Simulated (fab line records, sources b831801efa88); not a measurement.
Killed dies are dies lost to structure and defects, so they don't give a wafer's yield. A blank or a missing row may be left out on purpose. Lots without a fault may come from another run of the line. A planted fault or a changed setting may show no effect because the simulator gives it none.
A struck lot beside a sound one | flow sky130 | 16 steps out of a route of 708
Sound: wafers L867.2, L867.3, L867.6. Struck: wafers L858.2, L858.5. (L858.1 of the same lot was not struck and is left out.) The cause comes at the end.
At each step with rows: each side's tool, then ch and its chambers, then its first start. Under that, the readings that differ: sound wafers | struck wafers | difference of the means | sigmas: that difference in standard deviations of wafers without a fault.
alike: readings whose means differ by less than 2 such deviations, and words and numbers that are the same on both sides. not compared: withheld readings, readings that some wafer has no value for, bounds like >300 that may hide the same value, and numbers for which the record gives no deviation and whose values overlap.
The two part at a step that has a row with sigmas, a row that says differs or no value, or rows on one side only. Numbers that don't overlap but have no deviation are shown without sigmas and don't part them. A reading that every wafer of one side lacks parts them only if that side has two wafers or more.

first, 8 steps without rows for these wafers: SKY_METAL1_DEHYDRATE_07 (time 60 s); SKY_METAL1_HMDS_08 (prime time 60 s); SKY_METAL1_COAT_09 (resist thk 60 nm); SKY_METAL1_COAT_10 (resist thk 450 nm); SKY_METAL1_SOFTBAKE_11 (time 85.9 s); SKY_METAL1_EXPOSE_12 (exposes mask MM1, target cd 140 nm); SKY_METAL1_PEB_13; SKY_METAL1_DEVELOP_14 (develop time 60 s).
SKY_METAL1_CD_MEAS_15: target cd 140 nm.
  sound on cd_sem-01, day 39 00:35; struck on cd_sem-02, day 34 19:19
  alike: cd_nm
SKY_METAL1_OVL_MEAS_16:
  sound on overlay-01, day 39 00:41; struck on overlay-02, day 34 19:26
  alike: METAL1_OVL
SKY_METAL1_DESCUM_17: chemistry O2, time 8 s.
  sound on rie_metal-04 ch 0,1, day 39 00:43; struck on rie_metal-04 ch 1, day 34 19:28
  alike: drypump_motor_current_A, oes_product_au, rf_fwd_power_W
  not compared: rf_hours_counter_h
SKY_METAL1_ETCH_18: etches BARC in N2/H2, stops on SiO2, time 45.9 s, target depth 60 nm.
  sound on rie_metal-04 ch 0,1, day 39 00:45; struck on rie_metal-04 ch 1, day 34 19:30
  alike: drypump_motor_current_A, oes_product_au, rf_fwd_power_W, throttle_valve_pct
  not compared: rf_hours_counter_h
SKY_METAL1_METAL_ETCH_19: etches the open film in Cl2/BCl3, stops on SiO2, target depth 360 nm, time 78 s.
  sound on rie_metal-04 ch 0,1, day 39 00:49; struck on rie_metal-04 ch 1, day 34 19:34
  reading                                       | sound             | struck      | difference | sigmas
  oes_product_au (a.u.)                         | 0.855 0.861 0.854 | 0.847 0.845 | -0.011     | -2
  model.KrF-thick_of_METAL1_COAT_10.thk_nm (nm) | 151.1 162.8 161.8 | 21.84 21.87 | -136.71    |
  model.METAL1.cd_nm (nm)                       | 138.4 140.4 140.7 | 123.4 123   | -16.6      |
  model.SiO2_of_CONTACT_HDPCVD_02.thk_nm (nm)   | 324.2 325 324.1   | 320.3 319.2 | -4.7       |
  alike: bcl3_flow_sccm, drypump_motor_current_A, rf_fwd_power_W, throttle_valve_pct
  not compared: rf_hours_counter_h
SKY_METAL1_STRIP_20: strips in O2/N2.
  sound on plasma_asher-04 ch 0, day 39 00:55; struck on plasma_asher-03 ch 0, day 34 19:40
  reading                      | sound             | struck      | difference | sigmas
  oes_product_au (a.u.)        | 0.343 0.346 0.343 | 0.283 0.272 | -0.067     | -14
  strip_time_to_endpoint_s (s) | 2.60 2.74 2.74    | 1.15 1.15   | -1.54      | -38
  alike: drypump_motor_current_A
  not compared: rf_hours_counter_h
then, 1 step without rows for these wafers: SKY_METAL1_STRIP_21 (strips in post etch residue remover, time 1200 s).
-- the record jumps here: 12 days lie between the struck wafers' starts before and after (it left off in module METAL1 and takes up again in module PAD_OPEN, whose first step shown is number 708 of the route) --
SKY_PAD_OPEN_PROBE_99:
  sound on prober-01, day 50 10:17; struck on prober-02, day 47 06:26
  reading                        | sound                | struck      | difference | sigmas
  model.etest.met1.width_nm (nm) | 138.5 141.7 141.2    | 122.4 123.9 | -17.3      |
  model.etest.met1.line_ohm_um   | 0.9256 0.9217 0.9238 | 1.085 1.064 | +0.151     |

WHERE THEY PART
First at SKY_METAL1_METAL_ETCH_19; last, within this record, at SKY_METAL1_STRIP_20.

WHY: what the simulator had put in
Process parameter drift: rie_metal-04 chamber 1, from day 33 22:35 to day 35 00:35, at SKY_METAL1_METAL_ETCH_19. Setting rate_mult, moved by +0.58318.
